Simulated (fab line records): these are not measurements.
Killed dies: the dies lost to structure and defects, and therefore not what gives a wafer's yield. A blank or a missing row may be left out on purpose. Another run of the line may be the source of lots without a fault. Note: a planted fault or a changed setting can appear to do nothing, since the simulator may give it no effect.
Which of the tools did it? / flow gf180mcu / Sampling: 6 lots, 18 wafers, 4 of 602 route steps

## WHAT THE GAUGES SHOWED, per wafer
GF_VT_IMPLANT_RS_MEAS_49: measures by four-point-probe.
lot=L908; measured=day 7 18:14; on=film_metro-04; MVPSD_RS (ohm/sq)=1170 1168 1167
lot=L911; measured=day 8 15:57; on=film_metro-04; MVPSD_RS (ohm/sq)=1166 1165 1168
lot=L913; measured=day 9 02:52; on=film_metro-04; MVPSD_RS (ohm/sq)=1172 1172 1169
lot=L916; measured=day 9 23:39; on=film_metro-01; MVPSD_RS (ohm/sq)=1165 1169 1166
lot=L918; measured=day 10 15:14; on=film_metro-03; MVPSD_RS (ohm/sq)=1165 1166 1166
lot=L924; measured=day 12 08:49; on=film_metro-01; MVPSD_RS (ohm/sq)=1004 1003 1005 1005 1004 1003

## EACH LOT AND THE TOOL THAT RAN IT (in order: tool; ch and the chambers of the sampled wafers; start)
lot=L908; GF_NWELL_STRIP_10=plasma_asher-04 ch 0,1, day 3 12:53; GF_MVPSD_IMPLANT_09=implanter-04 ch 0, day 5 05:31; GF_MVPSD_STRIP_10=plasma_asher-02 ch 0,1, day 5 05:38
lot=L911; GF_NWELL_STRIP_10=plasma_asher-01 ch 0,1, day 4 05:22; GF_MVPSD_IMPLANT_09=implanter-03 ch 0, day 5 23:44; GF_MVPSD_STRIP_10=plasma_asher-02 ch 0,1, day 5 23:52
lot=L913; GF_NWELL_STRIP_10=plasma_asher-04 ch 0, day 4 16:05; GF_MVPSD_IMPLANT_09=implanter-02 ch 0, day 6 09:56; GF_MVPSD_STRIP_10=plasma_asher-01 ch 1, day 6 10:05
lot=L916; GF_NWELL_STRIP_10=plasma_asher-03 ch 0,1, day 5 07:50; GF_MVPSD_IMPLANT_09=implanter-03 ch 0, day 7 04:47; GF_MVPSD_STRIP_10=plasma_asher-01 ch 0,1, day 7 04:55
lot=L918; GF_NWELL_STRIP_10=plasma_asher-04 ch 0,1, day 5 20:02; GF_MVPSD_IMPLANT_09=implanter-03 ch 0, day 7 18:05; GF_MVPSD_STRIP_10=plasma_asher-02 ch 0,1, day 7 18:14
lot=L924; GF_NWELL_STRIP_10=plasma_asher-03 ch 1, day 7 04:53; GF_MVPSD_IMPLANT_09=implanter-03 ch 0, day 9 06:20; GF_MVPSD_STRIP_10=plasma_asher-01 ch 1, day 9 06:49
- GF_NWELL_STRIP_10: strips in O2/N2.
- GF_MVPSD_IMPLANT_09
- GF_MVPSD_STRIP_10: strips in O2/N2.

## THE ANSWER, worked out from the rows above alone
Rule: the lots themselves supply what counts as usual. Put in order of their means at a reading, lots are off if they are a third of the lots or fewer, leave a main group of 4 or more, and stand apart from it by a gap of 3 or more times the standard deviation of the main group's means; of several such gaps the widest counts. A main group is skipped when, at the precision printed for the reading in the tables above, its means are all equal. Also off: a lot with no number at a reading for which 4 or more lots have one. Any other lot the step has rows for is counted as sound.
Off: L924, at GF_VT_IMPLANT_RS_MEAS_49 (MVPSD_RS). Mean 1168 ohm/sq and standard deviation 1.9 in the main group.
A tool fits if, at a process step before that reading, it ran every lot that is off, and no sound lot after the first of them. The gauges at GF_VT_IMPLANT_RS_MEAS_49 are tried like those tools. Can't be told from this: 4 tools fit, plasma_asher-03 at GF_NWELL_STRIP_10, implanter-03 at GF_MVPSD_IMPLANT_09, plasma_asher-01 at GF_MVPSD_STRIP_10, film_metro-01 at GF_VT_IMPLANT_RS_MEAS_49.

## WHAT THE SIMULATOR HAD INSERTED
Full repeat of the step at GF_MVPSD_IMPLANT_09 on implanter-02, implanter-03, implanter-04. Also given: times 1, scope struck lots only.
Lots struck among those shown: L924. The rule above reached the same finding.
